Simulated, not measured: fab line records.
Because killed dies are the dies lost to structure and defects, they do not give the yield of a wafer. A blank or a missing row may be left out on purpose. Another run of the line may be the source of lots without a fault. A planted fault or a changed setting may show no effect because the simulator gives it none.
A struck lot beside a sound one | flow sky130 | 35 out of 708 route steps
Sound: these wafers, L777.1, L777.4, L777.5. Struck: wafer L789.2. (L789.3, L789.4 of the same lot were not struck and are left out.) The cause comes at the end.
For every step that has rows: the tool of each side, followed by ch and its chambers, followed by its first start. Under that, the readings that differ: sound wafers | struck wafers | difference of the means | sigmas: that difference in standard deviations of wafers without a fault.
alike: readings whose means differ by less than 2 such deviations, and words and numbers that are the same on both sides. not compared: withheld readings, readings that some wafer has no value for, bounds like >300 that may hide the same value, and numbers for which the record gives no deviation and whose values overlap.
The two part at a step that has a row with sigmas, a row that says differs or no value, or rows on one side only. When numbers do not overlap yet have no deviation, they are printed without sigmas and do not part them. A reading missing from all wafers of one side parts the sides only when that side holds two or more wafers.

first, 6 steps without rows for these wafers: SKY_PWDE_HMDS_01 (prime time 60 s); SKY_PWDE_COAT_02 (resist thk 3000 nm); SKY_PWDE_SOFTBAKE_03; SKY_PWDE_EXPOSE_04 (exposes mask PWDEM, target cd 840 nm); SKY_PWDE_PEB_05; SKY_PWDE_DEVELOP_06 (develop time 60 s).
SKY_PWDE_OVL_MEAS_07:
  sound on overlay-02 at day 4 23:14; struck on overlay-01 at day 8 00:07
  alike: PWDE_OVL
following that, these wafers have no rows for 1 step: SKY_PWDE_IMPLANT_08.
SKY_PWDE_STRIP_09: strips in O2/N2.
  sound on plasma-asher-04 ch 1, day 4 23:26; struck on plasma-asher-01 ch 1, day 8 00:18
  alike: drypump-motor-current-A, oes-product-au, strip-time-to-endpoint-s
  not compared: rf-hours-counter-h
SKY_PWDE_TW_MEAS_10:
  sound on film-metro-02 at day 4 23:32; struck on film-metro-04 at day 8 00:25
  alike: PWDE_TW
then, 2 steps without rows for these wafers: SKY_NWELL_DEHYDRATE_03 (time 60 s); SKY_NWELL_HMDS_04 (prime time 60 s).
SKY_NWELL_COAT_05: resist thk 3000 nm.
  sound on litho-track-04 ch 0, day 5 08:04; struck on litho-track-01 ch 0, day 8 10:04
  reading                                 | sound          | struck | difference | sigmas
  model.coat_of_NWELL_COAT_05.thk-nm (nm) | 3002 3002 2998 | 819.2  | -2181.5    |
  alike: exhaust-pa
then, 3 steps without rows for these wafers: SKY_NWELL_SOFTBAKE_06; SKY_NWELL_EXPOSE_07 (exposes mask NWM, target cd 840 nm); SKY_NWELL_PEB_08.
SKY_NWELL_DEVELOP_09: develop time 60 s.
  sound: litho-track-01 ch 0; struck: litho-track-04 ch 0
  reading                                 | sound          | struck | difference | sigmas
  model.coat_of_NWELL_COAT_05.thk-nm (nm) | 2998 2998 2994 | 814.9  | -2181.8    |
  alike: exhaust-pa
SKY_NWELL_OVL_MEAS_10:
  sound on overlay-02 at day 5 17:11; struck on overlay-01 at day 8 20:34
  reading           | sound       | struck | difference | sigmas
  NWELL_00_OVL (nm) | 3.2 1.6 1.9 | -1.1   | -3.3       | -2
then, 3 steps without rows for these wafers: SKY_NWELL_IMPLANT_11; SKY_NWELL_IMPLANT_12; SKY_NWELL_IMPLANT_13.
SKY_NWELL_STRIP_14: strips in O2/N2.
  sound on plasma-asher-02 ch 0,1, day 5 17:41; struck on plasma-asher-04 ch 0, day 8 21:03
  reading                      | sound             | struck | difference | sigmas
  oes-product-au (a.u.)        | 0.723 0.720 0.723 | 0.703  | -0.019     | -4
  strip-time-to-endpoint-s (s) | 36.95 36.93 36.90 | 11.17  | -25.76     | -99 or more
  alike: drypump-motor-current-A
  not compared: rf-hours-counter-h
SKY_NWELL_TW_MEAS_15:
  sound on film-metro-01 at day 5 17:47; struck on film-metro-01 at day 8 21:10
  alike: NWELL_TW
then, 7 steps without rows for these wafers: SKY_NWELL_DEHYDRATE_16 (time 60 s); SKY_NWELL_HMDS_17 (prime time 60 s); SKY_NWELL_COAT_18 (resist thk 3000 nm); SKY_NWELL_SOFTBAKE_19; SKY_NWELL_EXPOSE_20 (exposes mask NWM COMPLEMENT, target cd 840 nm); SKY_NWELL_PEB_21; SKY_NWELL_DEVELOP_22 (develop time 60 s).
SKY_NWELL_OVL_MEAS_23:
  sound on overlay-01 at day 6 12:07; struck on overlay-01 at day 9 17:52
  alike: NWELL_01_OVL
following that, these wafers have no rows for 1 step: SKY_NWELL_IMPLANT_24.
SKY_NWELL_STRIP_25: strips in O2/N2.
  sound on plasma-asher-03 ch 0,1, day 6 12:18; struck on plasma-asher-02 ch 0, day 9 18:03
  alike: drypump-motor-current-A, oes-product-au, strip-time-to-endpoint-s
  not compared: rf-hours-counter-h
SKY_NWELL_TW_MEAS_26:
  sound on film-metro-02 at day 6 12:24; struck on film-metro-02 at day 9 18:23
  reading    | sound             | struck | difference | sigmas
  NWELL_2_TW | 493.3 493.3 494.4 | 852.6  | +358.9     | +99 or more
  not compared: hold
following that, these wafers have no rows for 1 step: SKY_PAD_OPEN_PROBE_99.

WHERE THEY PART
At SKY_NWELL_OVL_MEAS_10 first; at SKY_NWELL_TW_MEAS_26 last (within this record only).

WHY: what had been put in by the simulator
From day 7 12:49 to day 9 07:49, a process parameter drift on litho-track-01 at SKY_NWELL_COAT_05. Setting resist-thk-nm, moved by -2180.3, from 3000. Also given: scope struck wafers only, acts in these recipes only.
